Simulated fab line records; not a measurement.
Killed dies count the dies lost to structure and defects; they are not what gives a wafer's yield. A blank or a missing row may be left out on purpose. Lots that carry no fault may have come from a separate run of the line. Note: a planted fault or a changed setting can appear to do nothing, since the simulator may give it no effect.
Which tool was responsible? + flow gf180mcu + 12 lots, 36 wafers sampled, at 5 steps of a route of 602

== WHAT EACH GAUGE READ, for each wafer ==
GF_V1_BOW_MEAS_05. Usual: V1_BOW 81 um, standard deviation 7.9.
| lot  | measured     | on            | V1_BOW (um) | flag |
|------|--------------|---------------|-------------|------|
| L851 | day 17 03:01 | film metro-04 | 87 88 87    |      |
| L853 | day 17 22:44 | film metro-01 | 94 91 81    |      |
| L855 | day 18 20:13 | film metro-04 | 81 70 73    |      |
| L856 | day 19 01:14 | film metro-04 | 80 77 84    |      |
| L857 | day 19 18:38 | film metro-02 | 71 75 84    |      |
| L858 | day 20 00:24 | film metro-02 | 88 85 84    |      |
| L859 | day 20 05:23 | film metro-01 | 89 90 86    |      |
| L860 | day 20 08:55 | film metro-02 | 74 72 74    |      |
| L861 | day 21 03:34 | film metro-01 | 81 75 77    |      |
| L862 | day 21 06:30 | film metro-02 | 94 94 90    |      |
| L863 | day 21 10:38 | film metro-02 | 82 79 79    |      |
| L870 | day 24 10:13 | film metro-01 | 79 61 84    |      |

GF_M2_RS_MEAS_05: measures by four-point-probe. Usual: M2_ALCU_RS 0.0695 ohm/sq, standard deviation 0.00054.
| lot  | measured     | on            | M2_ALCU_RS (ohm/sq)                       | flag |
|------|--------------|---------------|-------------------------------------------|------|
| L851 | day 18 03:55 | film metro-02 | 0.0695 0.0691 0.0689                      |      |
| L853 | day 19 00:36 | film metro-02 | 0.0700 0.0698 0.0699                      |      |
| L855 | day 19 21:47 | film metro-02 | 0.0693 0.0695 0.0688                      |      |
| L856 | day 20 02:53 | film metro-01 | 0.0696 0.0699 0.0692                      |      |
| L857 | day 20 20:37 | film metro-01 | 0.0700 0.0704 0.0704                      |      |
| L858 | day 21 02:32 | film metro-02 | 0.0699 0.0703 0.0702                      |      |
| L859 | day 21 07:40 | film metro-01 | 0.0709 0.0700 0.0698                      |      |
| L860 | day 21 10:47 | film metro-01 | 0.0693 0.0696 0.0693                      |      |
| L861 | day 22 04:59 | film metro-01 | 0.0690 0.0691 0.0694                      |      |
| L862 | day 22 07:54 | film metro-03 | 0.0698 0.0696 0.0698                      |      |
| L863 | day 22 11:47 | film metro-01 | 0.0701 0.0705 0.0696                      |      |
| L870 | day 25 09:17 | film metro-02 | 0.0689 0.0687 0.0693 0.0689 0.0687 0.0693 |      |

GF_M2_OVL_MEAS_15. Usual: M2_OVL 0 nm, standard deviation 4.6.
| lot  | measured     | on         | M2_OVL (nm) | flag |
|------|--------------|------------|-------------|------|
| L851 | day 19 03:02 | overlay-01 | 8 8 3       |      |
| L853 | day 20 00:46 | overlay-01 | 3 2 3       |      |
| L855 | day 20 21:45 | overlay-01 | -5 -3 -5    |      |
| L856 | day 21 03:12 | overlay-02 | -1 -2 1     |      |
| L857 | day 21 20:12 | overlay-01 | 2 4 7       |      |
| L858 | day 22 01:59 | overlay-02 | -5 -3 -7    |      |
| L859 | day 22 07:04 | overlay-01 | -3 -10 -7   |      |
| L860 | day 22 10:11 | overlay-02 | 2 5 7       |      |
| L861 | day 23 03:50 | overlay-02 | 5 1 -2      |      |
| L862 | day 23 07:14 | overlay-02 | 0 -1 1      |      |
| L863 | day 23 10:45 | overlay-02 | -6 -5 -2    |      |
| L870 | day 26 06:24 | overlay-02 | -3 1 -6     |      |

== EACH LOT AND THE TOOL THAT RAN IT (in order: tool; ch and the chambers of the sampled wafers; start) ==
| lot  | GF_V1_CMP_26                  | GF_M2_SPUTTER_04             |
|------|-------------------------------|------------------------------|
| L851 | cmp-02 ch 0,1,3, day 18 03:26 | pvd sputter-01, day 18 03:52 |
| L853 | cmp-01 ch 1,2,3, day 19 00:08 | pvd sputter-02, day 19 00:34 |
| L855 | cmp-01 ch 0,3, day 19 21:14   | pvd sputter-04, day 19 21:43 |
| L856 | cmp-02 ch 1,2,3, day 20 02:26 | pvd sputter-01, day 20 02:49 |
| L857 | cmp-02 ch 1,2,3, day 20 20:09 | pvd sputter-01, day 20 20:32 |
| L858 | cmp-01 ch 0,2,3, day 21 02:06 | pvd sputter-02, day 21 02:30 |
| L859 | cmp-02 ch 0,2,3, day 21 07:12 | pvd sputter-04, day 21 07:35 |
| L860 | cmp-02 ch 0,2,3, day 21 10:22 | pvd sputter-02, day 21 10:44 |
| L861 | cmp-01 ch 1,2,3, day 22 04:34 | pvd sputter-04, day 22 04:57 |
| L862 | cmp-01 ch 2,3, day 22 07:26   | pvd sputter-04, day 22 07:52 |
| L863 | cmp-01 ch 1,2,3, day 22 11:16 | pvd sputter-01, day 22 11:45 |
| L870 | cmp-01 ch 0,1,3, day 25 08:52 | pvd sputter-02, day 25 09:14 |
- GF_V1_CMP_26: polishes, stops on SiO2, t overpolish 15 s, target thk 0 nm.
- GF_M2_SPUTTER_04: material TiN, target thk 50 nm, time 41.7 s.

== WHAT THE TOOLS THEMSELVES READ (means of the sampled wafers that have a number; where no wafer has one, the mark that the record gives instead) ==
GF_V1_CMP_26. Usual: motor current A 10.9 A, standard deviation 0.94; overpolish run s 15.001 s, standard deviation 0.0086; time to endpoint s 84.4 s, standard deviation 2.7.
| lot  | tool   | motor current A (A) | overpolish run s (s) | time to endpoint s (s) | flag |
|------|--------|---------------------|----------------------|------------------------|------|
| L851 | cmp-02 | 11.9                | 14.991               | 84.3                   |      |
| L853 | cmp-01 | 10.9                | 15.003               | 85.5                   |      |
| L855 | cmp-01 | 10.4                | 14.994               | 84.7                   |      |
| L856 | cmp-02 | 11.0                | 14.998               | 88.8                   |      |
| L857 | cmp-02 | 11.1                | 14.998               | 83.0                   |      |
| L858 | cmp-01 | 10.9                | 15.002               | 84.9                   |      |
| L859 | cmp-02 | 11.5                | 15.009               | 85.0                   |      |
| L860 | cmp-02 | 11.5                | 15.000               | 85.9                   |      |
| L861 | cmp-01 | 10.9                | 15.001               | 83.6                   |      |
| L862 | cmp-01 | 10.8                | 15.003               | 82.4                   |      |
| L863 | cmp-01 | 10.6                | 14.994               | 85.6                   |      |
| L870 | cmp-01 | 10.2                | 15.001               | 84.2                   |      |

GF_M2_SPUTTER_04. Usual: 30.2 % for throttle valve pct, sd 0.76.
| lot  | tool           | throttle valve pct (%) | flag |
|------|----------------|------------------------|------|
| L851 | pvd sputter-01 | 31.2                   |      |
| L853 | pvd sputter-02 | 31.1                   |      |
| L855 | pvd sputter-04 | 30.5                   |      |
| L856 | pvd sputter-01 | 30.6                   |      |
| L857 | pvd sputter-01 | 30.9                   |      |
| L858 | pvd sputter-02 | 30.3                   |      |
| L859 | pvd sputter-04 | 30.1                   |      |
| L860 | pvd sputter-02 | 29.2                   |      |
| L861 | pvd sputter-04 | 30.4                   |      |
| L862 | pvd sputter-04 | 30.1                   |      |
| L863 | pvd sputter-01 | 30.1                   |      |
| L870 | pvd sputter-02 | 30.0                   |      |

== THE ANSWER, worked out from the rows above alone ==
Rule: lot off if the mean of its wafers having a number is beyond 3 standard deviations from the usual mean. Also off: a lot with no number at a reading for which 4 or more lots have one. Any other lot the step has rows for is counted as sound. Order of review: gauges by route order, followed by the tools' own readings, for which a lot's mean as printed above is used. The first step at which some lot is off is used, and at that step the reading that is off furthest; a lot without a number counts as furthest.
No lot is off on any of the readings shown, so nothing can be concluded from this.

== WHAT THE SIMULATOR HAD PUT IN ==
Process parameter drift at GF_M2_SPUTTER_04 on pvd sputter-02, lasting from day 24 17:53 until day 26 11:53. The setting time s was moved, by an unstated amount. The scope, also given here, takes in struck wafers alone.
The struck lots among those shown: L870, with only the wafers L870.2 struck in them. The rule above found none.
